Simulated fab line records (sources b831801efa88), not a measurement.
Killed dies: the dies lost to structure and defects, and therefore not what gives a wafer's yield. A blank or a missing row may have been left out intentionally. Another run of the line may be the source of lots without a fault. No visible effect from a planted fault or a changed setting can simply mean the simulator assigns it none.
fab line records + flow sky130
record:
- lots: 7
- wafers: 21
- last_day: 50
route steps=708 shown LDD_P@263 LDD_HVN@267 PAD_OPEN@708
lots that met no fault: taken from a fault-free run of the same line
start_h: start of the lot's first displayed wafer, in hours after the record's first day + wait_h: time in hours since the lot's previous step + " repeats the value in the row above + L1.1+2: a single row standing in for several wafers + - value missing, or start not given + * or withheld: withheld + < > ~ a bound
route shown NAME@n: NAME is a module with steps in the file, n the number in the route of the first one + usual: mean and standard deviation over wafers with no fault + same: alike in all rows + chamber/n: place in a boat + sites: readings site by site + _std_site: standard deviation across them + _edge_site: the outer-site mean with the inner-site mean subtracted + radius_mm: for every site, how far away it sits from the centre of the wafer + mask NAME#n: copy n + behind: the tool/chamber that last shaped the wafer + hold: why the lot went on hold/how many hours it stayed there/how the hold came to an end + device: which transistor (n, p or np) failed to switch + end of line: tests of these same wafers at the route's end + a step with no rows: only its recipe + killed: count of dies lost to structure and defects at first sort (not the wafer's yield) + map: per-die view of a wafer (x killed, . not killed, _ where there is no die)
set.NAME: the setting the step ran with; set.NAME@STEP: the setting that earlier step ran with + model.NAME: the simulator's own value behind a step, which no gauge read
lots seen at some steps along the route; tables by step, rows by wafer
services: from which hour (start_h, from the record's first day; less than 0 if before it) a tool's chamber was out of use, for how many hours, and why
== steps ==
step: SKY_LDD_P_OVL_MEAS_08
usual:
- LDD_P_OVL: 1.1/1.2
| lot.wafer | tool       | chamber | start_h | wait_h | LDD_P_OVL[nm] |
|-----------|------------|---------|---------|--------|---------------|
| L272.1    | overlay-02 | -       | 433.65  | 0.1    | -1.6          |
| L272.4    | "          | -       | "       | "      | 0.2           |
| L272.6    | "          | -       | "       | "      | 0.1           |
| L275.2    | overlay-01 | -       | 463.16  | 0.1    | 2.3           |
| L275.3    | "          | -       | "       | "      | 0.5           |
| L275.4    | "          | -       | "       | "      | 1.2           |
| L284.1    | overlay-02 | -       | 574.40  | 0.1    | -0.1          |
| L284.2    | "          | -       | "       | "      | 2.1           |
| L284.4    | "          | -       | "       | "      | -0.3          |
| L286.2    | overlay-02 | -       | 581.31  | 0.1    | 2.6           |
| L286.4    | "          | -       | "       | "      | 4.0           |
| L286.6    | "          | -       | "       | "      | 2.5           |
| L287.3    | overlay-02 | -       | 591.82  | 0.1    | 1.1           |
| L287.5    | "          | -       | "       | "      | 1.8           |
| L287.6    | "          | -       | "       | "      | 1.5           |
| L291.1    | overlay-01 | -       | 609.31  | 0.1    | 2.2           |
| L291.2    | "          | -       | "       | "      | 2.2           |
| L291.3    | "          | -       | "       | "      | 0.9           |
| L294.1    | overlay-01 | -       | 630.76  | 0.1    | 1.2           |
| L294.2    | "          | -       | "       | "      | 1.0           |
| L294.4    | "          | -       | "       | "      | 0.6           |
step: SKY_LDD_P_IMPLANT_09
recipe:
- species: BF2
- energy_kev: 25
- dose_cm2: 1e+13
- tilt_deg: withheld
step: SKY_LDD_P_STRIP_10
recipe:
- chemistry: O2/N2
- power_w: 1400
- pressure_mtorr: 1500
- platen_temp_c: withheld
- o2_flow_sccm: 3000
- n2_flow_sccm: 300
- overash_fraction: 0.5
usual:
- drypump_motor_current_A: 5.35/0.19
- oes_product_au: 0.716/0.0044
- strip_time_to_endpoint_s: 13.93/0.039
| lot.wafer | tool            | chamber | start_h | wait_h | drypump_motor_current_A | oes_product_au | rf_hours_counter_h | strip_time_to_endpoint_s |
|-----------|-----------------|---------|---------|--------|-------------------------|----------------|--------------------|--------------------------|
| L272.1    | plasma_asher-02 | 1       | 433.83  | 0.1    | 5.46                    | 0.718          | 72                 | 13.93                    |
| L272.4    | "               | 1       | "       | "      | 5.50                    | 0.720          | -                  | 13.96                    |
| L272.6    | "               | 1       | "       | "      | 5.51                    | 0.716          | -                  | 13.96                    |
| L275.2    | plasma_asher-04 | 0       | 463.34  | 0.1    | 5.33                    | 0.717          | 65                 | 13.96                    |
| L275.3    | "               | 1       | "       | "      | 4.99                    | 0.722          | -                  | 13.98                    |
| L275.4    | "               | 0       | "       | "      | 5.33                    | 0.727          | -                  | 13.94                    |
| L284.1    | plasma_asher-01 | 0       | 574.58  | 0.1    | 5.45                    | 0.721          | 46                 | 13.89                    |
| L284.2    | "               | 1       | "       | "      | 5.50                    | 0.716          | 46                 | 13.89                    |
| L284.4    | "               | 1       | "       | "      | 5.46                    | 0.716          | -                  | 13.85                    |
| L286.2    | plasma_asher-01 | 0       | 581.49  | 0.1    | 5.43                    | 0.716          | 47                 | 13.85                    |
| L286.4    | "               | 0       | "       | "      | 5.44                    | 0.717          | -                  | 13.92                    |
| L286.6    | "               | 0       | "       | "      | 5.43                    | 0.719          | -                  | 13.88                    |
| L287.3    | plasma_asher-01 | 1       | 592.03  | 0.1    | 5.46                    | 0.715          | -                  | 13.85                    |
| L287.5    | "               | 1       | "       | "      | 5.45                    | 0.719          | -                  | 13.89                    |
| L287.6    | "               | 0       | "       | "      | 5.44                    | 0.709          | -                  | 13.89                    |
| L291.1    | plasma_asher-02 | 0       | 609.49  | 0.1    | 5.63                    | 0.711          | 82                 | 13.94                    |
| L291.2    | "               | 1       | "       | "      | 5.51                    | 0.716          | 82                 | 14.01                    |
| L291.3    | "               | 0       | "       | "      | 5.63                    | 0.719          | -                  | 14.00                    |
| L294.1    | plasma_asher-02 | 0       | 630.94  | 0.1    | 5.61                    | 0.720          | 84                 | 13.94                    |
| L294.2    | "               | 1       | "       | "      | 5.46                    | 0.716          | 84                 | 13.92                    |
| L294.4    | "               | 1       | "       | "      | 5.48                    | 0.719          | -                  | 13.84                    |
step: SKY_LDD_P_TW_MEAS_11
usual:
- LDD_P_TW: 631/6.1
| lot.wafer | tool          | chamber | start_h | wait_h | LDD_P_TW |
|-----------|---------------|---------|---------|--------|----------|
| L272.1    | film_metro-04 | -       | 433.93  | 0.1    | 643      |
| L272.4    | "             | -       | "       | "      | 643      |
| L272.6    | "             | -       | "       | "      | 646      |
| L275.2    | film_metro-03 | -       | 463.45  | 0.1    | 630      |
| L275.3    | "             | -       | "       | "      | 630      |
| L275.4    | "             | -       | "       | "      | 633      |
| L284.1    | film_metro-04 | -       | 574.68  | 0.1    | 643      |
| L284.2    | "             | -       | "       | "      | 639      |
| L284.4    | "             | -       | "       | "      | 642      |
| L286.2    | film_metro-03 | -       | 581.60  | 0.1    | 631      |
| L286.4    | "             | -       | "       | "      | 624      |
| L286.6    | "             | -       | "       | "      | 627      |
| L287.3    | film_metro-01 | -       | 592.11  | 0.1    | 631      |
| L287.5    | "             | -       | "       | "      | 633      |
| L287.6    | "             | -       | "       | "      | 626      |
| L291.1    | film_metro-03 | -       | 609.59  | 0.1    | 629      |
| L291.2    | "             | -       | "       | "      | 631      |
| L291.3    | "             | -       | "       | "      | 631      |
| L294.1    | film_metro-03 | -       | 631.04  | 0.1    | 632      |
| L294.2    | "             | -       | "       | "      | 629      |
| L294.4    | "             | -       | "       | "      | 629      |
step: SKY_LDD_HVN_DEHYDRATE_00
recipe:
- temp_c: 200
- time_s: 60
step: SKY_LDD_HVN_HMDS_01
recipe:
- prime_time_s: 60
- prime_temp_c: 120
step: SKY_LDD_HVN_COAT_02
recipe:
- resist: NOVOLAK
- spin_rpm: 3000
- resist_thk_nm: 300
step: SKY_LDD_HVN_SOFTBAKE_03
recipe:
- temp_c: 90
- time_s: 60
- resist: NOVOLAK
step: SKY_LDD_HVN_EXPOSE_04
recipe:
- mask_id: HVNTM
- na: 0.6
- source_shape: conventional
- sigma_outer: 0.6
- polarization: unpolarized
- target_cd_nm: 700
- dose_mj: 127
step: SKY_LDD_HVN_PEB_05
recipe:
- temp_c: withheld
- time_s: *
- resist: NOVOLAK
step: SKY_LDD_HVN_DEVELOP_06
recipe:
- resist: NOVOLAK
- developer: TMAH
- develop_time_s: 60
- dev_temp_c: 23
step: SKY_LDD_HVN_OVL_MEAS_07
usual:
- LDD_HVN_OVL: -1.4/1.4
| lot.wafer | tool       | chamber | start_h | wait_h | LDD_HVN_OVL[nm] |
|-----------|------------|---------|---------|--------|-----------------|
| L272.1    | overlay-01 | -       | 464.99  | 0.1    | -1.4            |
| L272.4    | "          | -       | "       | "      | -0.5            |
| L272.6    | "          | -       | "       | "      | -4.4            |
| L275.2    | overlay-02 | -       | 494.38  | 0.1    | -4.1            |
| L275.3    | "          | -       | "       | "      | -4.6            |
| L275.4    | "          | -       | "       | "      | -2.0            |
| L284.1    | overlay-02 | -       | 603.99  | 0.1    | -2.7            |
| L284.2    | "          | -       | "       | "      | -1.5            |
| L284.4    | "          | -       | "       | "      | -0.8            |
| L286.2    | overlay-01 | -       | 610.09  | 0.1    | -1.5            |
| L286.4    | "          | -       | "       | "      | -1.9            |
| L286.6    | "          | -       | "       | "      | -1.2            |
| L287.3    | overlay-01 | -       | 620.94  | 0.1    | -3.3            |
| L287.5    | "          | -       | "       | "      | -1.5            |
| L287.6    | "          | -       | "       | "      | -1.6            |
| L291.1    | overlay-02 | -       | 637.94  | 0.1    | -1.2            |
| L291.2    | "          | -       | "       | "      | -0.2            |
| L291.3    | "          | -       | "       | "      | -0.7            |
| L294.1    | overlay-02 | -       | 659.53  | 0.1    | -0.5            |
| L294.2    | "          | -       | "       | "      | -0.7            |
| L294.4    | "          | -       | "       | "      | -1.7            |
step: SKY_LDD_HVN_IMPLANT_08
recipe:
- species: P
- energy_kev: 60
- dose_cm2: 3e+13
- tilt_deg: 40
usual:
- beam_on_s: 10.00/0.22
- dose_ions_cm2: 3e+13/3.3e+10
- end_station_pressure_torr: 5.12e-06/2.7e-07
- faraday_current_uA: 169/3.6
| lot.wafer | tool         | chamber | start_h | wait_h | beam_on_s | dose_ions_cm2 | end_station_pressure_torr | faraday_current_uA |
|-----------|--------------|---------|---------|--------|-----------|---------------|---------------------------|--------------------|
| L272.1    | implanter-01 | 0       | 465.03  | 0.0    | 9.93      | 2.997e+13     | 5.05e-06                  | 170                |
| L272.4    | "            | 0       | "       | "      | 9.57      | 3.002e+13     | 5.34e-06                  | 176                |
| L272.6    | "            | 0       | "       | "      | 10.20     | 2.996e+13     | 5.09e-06                  | 165                |
| L275.2    | implanter-03 | 0       | 494.44  | 0.0    | 10.25     | 2.993e+13     | 5.44e-06                  | 165                |
| L275.3    | "            | 0       | "       | "      | 9.78      | 2.998e+13     | 4.71e-06                  | 172                |
| L275.4    | "            | 0       | "       | "      | 10.12     | 2.999e+13     | 5.21e-06                  | 167                |
| L284.1    | implanter-03 | 0       | 604.02  | 0.0    | 11.79     | 3.3105e+14    | 5.71e-06                  | 1577               |
| L284.2    | "            | 0       | "       | "      | 11.93     | 3.311e+14     | 6.74e-06                  | 1556               |
| L284.4    | "            | 0       | "       | "      | 12.05     | 3.311e+14     | 6.43e-06                  | 1543               |
| L286.2    | implanter-03 | 0       | 610.15  | 0.0    | 11.95     | 3.3108e+14    | 6.61e-06                  | 1557               |
| L286.4    | "            | 0       | "       | "      | 11.93     | 3.3104e+14    | 6.41e-06                  | 1566               |
| L286.6    | "            | 0       | "       | "      | 12.03     | 3.3109e+14    | 6.18e-06                  | 1541               |
| L287.3    | implanter-03 | 0       | 621.01  | 0.1    | 12.04     | 3.3108e+14    | 6.55e-06                  | 1542               |
| L287.5    | "            | 0       | "       | "      | 11.91     | 3.3109e+14    | 6.18e-06                  | 1563               |
| L287.6    | "            | 0       | "       | "      | 11.94     | 3.3103e+14    | 6.34e-06                  | 1564               |
| L291.1    | implanter-02 | 0       | 637.98  | 0.0    | 9.75      | 3.002e+13     | 4.99e-06                  | 173                |
| L291.2    | "            | 0       | "       | "      | 10.24     | 3.001e+13     | 5.4e-06                   | 165                |
| L291.3    | "            | 0       | "       | "      | 9.95      | 2.999e+13     | 5.55e-06                  | 170                |
| L294.1    | implanter-01 | 0       | 659.56  | 0.0    | 10.10     | 3.001e+13     | 5.26e-06                  | 168                |
| L294.2    | "            | 0       | "       | "      | 10.05     | 2.997e+13     | 5e-06                     | 168                |
| L294.4    | "            | 0       | "       | "      | 9.99      | 3e+13         | 5e-06                     | 170                |
step: SKY_LDD_HVN_STRIP_09
recipe:
- chemistry: O2/N2
- power_w: 1400
- pressure_mtorr: 1500
- platen_temp_c: withheld
- o2_flow_sccm: 3000
- n2_flow_sccm: 300
- overash_fraction: 0.5
usual:
- drypump_motor_current_A: 5.5/0.36
- oes_product_au: 0.408/0.0047
- strip_time_to_endpoint_s: 4.127/0.014
| lot.wafer | tool            | chamber | start_h | wait_h | drypump_motor_current_A | oes_product_au | rf_hours_counter_h | strip_time_to_endpoint_s |
|-----------|-----------------|---------|---------|--------|-------------------------|----------------|--------------------|--------------------------|
| L272.1    | plasma_asher-04 | 0       | 465.18  | 0.1    | 5.3                     | 0.411          | 66                 | 4.124                    |
| L272.4    | "               | 1       | "       | "      | 5.0                     | 0.404          | -                  | 4.148                    |
| L272.6    | "               | 0       | "       | "      | 5.3                     | 0.402          | -                  | 4.132                    |
| L275.2    | plasma_asher-04 | 0       | 494.56  | 0.1    | 5.3                     | 0.406          | 69                 | 4.137                    |
| L275.3    | "               | 1       | "       | "      | 5.0                     | 0.410          | -                  | 4.129                    |
| L275.4    | "               | 0       | "       | "      | 5.3                     | 0.416          | -                  | 4.120                    |
| L284.1    | plasma_asher-02 | 1       | 604.17  | 0.1    | 5.5                     | 0.412          | 82                 | 4.135                    |
| L284.2    | "               | 0       | "       | "      | 5.7                     | 0.403          | 82                 | 4.140                    |
| L284.4    | "               | 0       | "       | "      | 5.7                     | 0.412          | -                  | 4.112                    |
| L286.2    | plasma_asher-03 | 1       | 610.27  | 0.1    | 5.9                     | 0.408          | 20                 | 4.124                    |
| L286.4    | "               | 0       | "       | "      | 6.0                     | 0.411          | -                  | 4.127                    |
| L286.6    | "               | 1       | "       | "      | 5.9                     | 0.406          | -                  | 4.128                    |
| L287.3    | plasma_asher-04 | 1       | 621.14  | 0.1    | 5.0                     | 0.405          | -                  | 4.138                    |
| L287.5    | "               | 0       | "       | "      | 5.3                     | 0.411          | -                  | 4.126                    |
| L287.6    | "               | 1       | "       | "      | 5.0                     | 0.413          | -                  | 4.150                    |
| L291.1    | plasma_asher-04 | 1       | 638.13  | 0.1    | 5.0                     | 0.404          | 85                 | 4.115                    |
| L291.2    | "               | 0       | "       | "      | 5.3                     | 0.407          | 85                 | 4.129                    |
| L291.3    | "               | 0       | "       | "      | 5.3                     | 0.402          | -                  | 4.123                    |
| L294.1    | plasma_asher-02 | 0       | 659.71  | 0.1    | 5.6                     | 0.409          | 87                 | 4.115                    |
| L294.2    | "               | 1       | "       | "      | 5.5                     | 0.406          | 87                 | 4.143                    |
| L294.4    | "               | 1       | "       | "      | 5.5                     | 0.411          | -                  | 4.118                    |
step: SKY_LDD_HVN_TW_MEAS_10
usual:
- LDD_HVN_TW: 1439/14
| lot.wafer | tool          | chamber | start_h | wait_h | hold                     | LDD_HVN_TW |
|-----------|---------------|---------|---------|--------|--------------------------|------------|
| L272.1    | film_metro-04 | -       | 465.28  | 0.1    | -                        | 1448       |
| L272.4    | "             | -       | "       | "      | -                        | 1445       |
| L272.6    | "             | -       | "       | "      | -                        | 1446       |
| L275.2    | film_metro-04 | -       | 494.67  | 0.1    | -                        | 1457       |
| L275.3    | "             | -       | "       | "      | -                        | 1450       |
| L275.4    | "             | -       | "       | "      | -                        | 1460       |
| L284.1    | film_metro-04 | -       | 604.27  | 0.1    | await_dispo/0.2h/release | 3008       |
| L284.2    | "             | -       | "       | "      | await_dispo/0.2h/release | 3020       |
| L284.4    | "             | -       | "       | "      | await_dispo/0.2h/release | 3013       |
| L284.1    | film_metro-04 | -       | 604.50  | 0.2    | -                        | 3027       |
| L284.2    | "             | -       | "       | "      | -                        | 3029       |
| L284.4    | "             | -       | "       | "      | -                        | 3025       |
| L286.2    | film_metro-04 | -       | 610.38  | 0.1    | await_dispo/0.2h/release | 3017       |
| L286.4    | "             | -       | "       | "      | await_dispo/0.2h/release | 3007       |
| L286.6    | "             | -       | "       | "      | await_dispo/0.2h/release | 3020       |
| L286.2    | film_metro-04 | -       | 610.71  | 0.3    | -                        | 3032       |
| L286.4    | "             | -       | "       | "      | -                        | 3024       |
| L286.6    | "             | -       | "       | "      | -                        | 3033       |
| L287.3    | film_metro-01 | -       | 621.23  | 0.1    | await_dispo/0.2h/release | 2948       |
| L287.5    | "             | -       | "       | "      | await_dispo/0.2h/release | 2950       |
| L287.6    | "             | -       | "       | "      | await_dispo/0.2h/release | 2951       |
| L287.3    | film_metro-01 | -       | 621.46  | 0.2    | -                        | 2929       |
| L287.5    | "             | -       | "       | "      | -                        | 2934       |
| L287.6    | "             | -       | "       | "      | -                        | 2943       |
| L291.1    | film_metro-01 | -       | 638.23  | 0.1    | -                        | 1414       |
| L291.2    | "             | -       | "       | "      | -                        | 1417       |
| L291.3    | "             | -       | "       | "      | -                        | 1412       |
| L294.1    | film_metro-01 | -       | 659.81  | 0.1    | -                        | 1424       |
| L294.2    | "             | -       | "       | "      | -                        | 1420       |
| L294.4    | "             | -       | "       | "      | -                        | 1422       |
step: SKY_PAD_OPEN_PROBE_99
usual:
- defect_limited_yield: 82.9/1.7
- killed_at_M0_to_M3: 42/6.7
- killed_at_M4_up: 3.4/2
- killed_at_contacts: 24/5.1
- killed_at_front_end: 14/4.2
- killed_at_other: 0.2/0.49
- killed_dies: 84/8.4
- killed_open: 46/7
- killed_short: 39/5.8
- sort_bin_3_pad_short: 0.8/0.42
- sort_bin_5_function: 10.2/1.3
- sort_bin_6_memory: 6.1/1
- sort_n_pass: 408/8.4
- sort_yield_pct: 82.9/1.7
same:
- gross_dies: 492
- killed_at_back_side: 0
- sort_bin_4_leakage[%]: 0
- sort_bin_8_speed[%]: 0
| lot.wafer | tool      | chamber | start_h | wait_h | defect_limited_yield[%] | killed_at_M0_to_M3 | killed_at_M4_up | killed_at_contacts | killed_at_front_end | killed_at_other | killed_dies | killed_open | killed_short | sort_bin_3_pad_short[%] | sort_bin_5_function[%] | sort_bin_6_memory[%] | sort_n_pass | sort_yield_pct[%] |
|-----------|-----------|---------|---------|--------|-------------------------|--------------------|-----------------|--------------------|---------------------|-----------------|-------------|-------------|--------------|-------------------------|------------------------|----------------------|-------------|-------------------|
| L275.2    | prober-01 | -       | 1096.87 | 0.1    | 84.6                    | 36                 | 2               | 23                 | 15                  | 0               | 76          | 34          | 42           | 1.2                     | 9.8                    | 4.5                  | 416         | 84.6              |
| L275.3    | prober-01 | -       | 1096.92 | 0.2    | 83.1                    | 41                 | 1               | 26                 | 14                  | 1               | 83          | 57          | 26           | 0.2                     | 9.8                    | 6.9                  | 409         | 83.1              |
| L275.4    | prober-01 | -       | 1096.97 | 0.2    | 82.5                    | 45                 | 4               | 22                 | 14                  | 1               | 86          | 45          | 41           | 0.4                     | 10.6                   | 6.5                  | 406         | 82.5              |
| L291.1    | prober-01 | -       | 1188.60 | 0.1    | 83.7                    | 39                 | 3               | 23                 | 15                  | 0               | 80          | 48          | 32           | 0.4                     | 10.0                   | 5.9                  | 412         | 83.7              |
| L291.2    | prober-01 | -       | 1188.65 | 0.1    | 84.1                    | 38                 | 2               | 23                 | 15                  | 0               | 78          | 42          | 36           | 0.8                     | 9.1                    | 5.9                  | 414         | 84.1              |
| L291.3    | prober-01 | -       | 1188.70 | 0.2    | 85.2                    | 39                 | 0               | 18                 | 14                  | 2               | 73          | 37          | 36           | 0.8                     | 9.1                    | 4.9                  | 419         | 85.2              |
killed by level:class
L275.2 METAL2:geometric_particle:short=8 VIA3:geometric_particle:open=8 CONTACT:geometric_particle:short=8 VIA1:geometric_particle:open=6 LI_CONTACT:geometric_particle:short=6 POLY_GATE:geometric_particle:short=5 LI_CONTACT:geometric_particle:open=5 VIA2:geometric_particle:open=4
L275.3 CONTACT:geometric_particle:open=10 LI_CONTACT:geometric_particle:open=8 VIA3:geometric_particle:open=8 VIA1:geometric_particle:open=7 VIA2:geometric_particle:open=7 POLY_GATE:geometric_particle:open=6 METAL2:geometric_particle:short=5 VIA1:geometric_particle:short=4
L275.4 VIA1:geometric_particle:open=12 VIA3:geometric_particle:open=10 CONTACT:geometric_particle:open=9 METAL2:geometric_particle:short=8 POLY_GATE:geometric_particle:short=6 FIELD_ISO:geometric_particle:open=4 LOCAL_INTERCONNECT:geometric_particle:short=4 METAL1:geometric_particle:short=4
L291.1 CONTACT:geometric_particle:open=10 VIA2:geometric_particle:open=10 VIA3:geometric_particle:open=7 FIELD_ISO:geometric_particle:open=5 VIA1:geometric_particle:short=5 METAL1:geometric_particle:open=4 VIA1:geometric_particle:open=4 FIELD_ISO:geometric_particle:short=3
L291.2 CONTACT:geometric_particle:open=10 FIELD_ISO:geometric_particle:open=5 LI_CONTACT:geometric_particle:open=5 METAL1:geometric_particle:short=5 VIA1:geometric_particle:open=5 VIA2:geometric_particle:short=5 VIA1:geometric_particle:short=5 VIA3:geometric_particle:open=4
L291.3 VIA3:geometric_particle:open=11 CONTACT:geometric_particle:open=7 POLY_GATE:geometric_particle:short=6 LI_CONTACT:geometric_particle:open=6 VIA3:geometric_particle:short=6 METAL2:geometric_particle:short=4 METAL3:geometric_particle:short=4 POLY_GATE:geometric_particle:open=3
== services ==
| tool            | chamber | start_h | hours | kind       |
|-----------------|---------|---------|-------|------------|
| plasma_asher-03 | -       | 421.25  | 9.0   | pm         |
| plasma_asher-03 | 0       | 421.25  | 9.0   | vent_cycle |
| plasma_asher-03 | 1       | 421.25  | 9.0   | vent_cycle |
| implanter-03    | -       | 424.93  | 2.9   | pm         |
| plasma_asher-03 | 0       | 430.25  | -     | clean      |
| plasma_asher-03 | 1       | 430.25  | -     | clean      |
| plasma_asher-03 | -       | 433.32  | 0.5   | repair     |
| plasma_asher-02 | -       | 434.97  | 38.2  | repair     |
| implanter-03    | -       | 444.35  | 1.0   | repair     |
| implanter-03    | -       | 458.56  | 2.6   | repair     |
| plasma_asher-02 | -       | 473.15  | 14.6  | pm         |
| implanter-03    | -       | 507.63  | 20.6  | repair     |
| plasma_asher-01 | -       | 511.59  | 14.6  | pm         |
| implanter-01    | -       | 527.28  | 5.3   | repair     |
| implanter-02    | -       | 534.07  | 2.2   | repair     |
| plasma_asher-02 | -       | 561.19  | 24.3  | repair     |
| plasma_asher-02 | -       | 561.22  | 2.3   | repair     |
| implanter-01    | -       | 575.99  | 1.4   | repair     |
| implanter-03    | -       | 601.57  | 1.4   | repair     |
| plasma_asher-01 | -       | 616.12  | 4.0   | pm         |
| implanter-03    | -       | 657.20  | 2.5   | repair     |
== key ==
first_sign:
- step: SKY_LDD_HVN_IMPLANT_08
- reading: dose_ions_cm2
- direction: up
- sigmas: 99+
- usual: *
- struck: *
effect:
- step: SKY_LDD_HVN_IMPLANT_08
- reading: faraday_current_uA
- direction: up
- sigmas: 99+
- usual: 169
- struck: 1556
effect:
- step: SKY_LDD_HVN_TW_MEAS_10
- reading: visit
- direction: added
effect:
- step: SKY_LDD_HVN_TW_MEAS_10
- reading: LDD_HVN_TW
- direction: up
- sigmas: 99+
- usual: 1439
- struck: 2993
met_at SKY_LDD_HVN_IMPLANT_08
struck_wafers L284.1,L284.2,L284.4,L286.2,L286.4,L286.6,L287.3,L287.5,L287.6
scrapped_behind SKY_LDD_HVN_TW_MEAS_10 L284.1,L284.2,L284.4,L286.2,L286.4,L286.6,L287.3,L287.5,L287.6
onset_between 494.44 604.02
fault:
- kind: process_parameter_drift
- tool: implanter-03
- chamber: -
- onset_h: 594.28
- steps: SKY_LDD_HVN_IMPLANT_08
- channel: dose_cm2
- offset: *
- shape: step
- end_h: 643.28
- acts_in: *
- stated: *
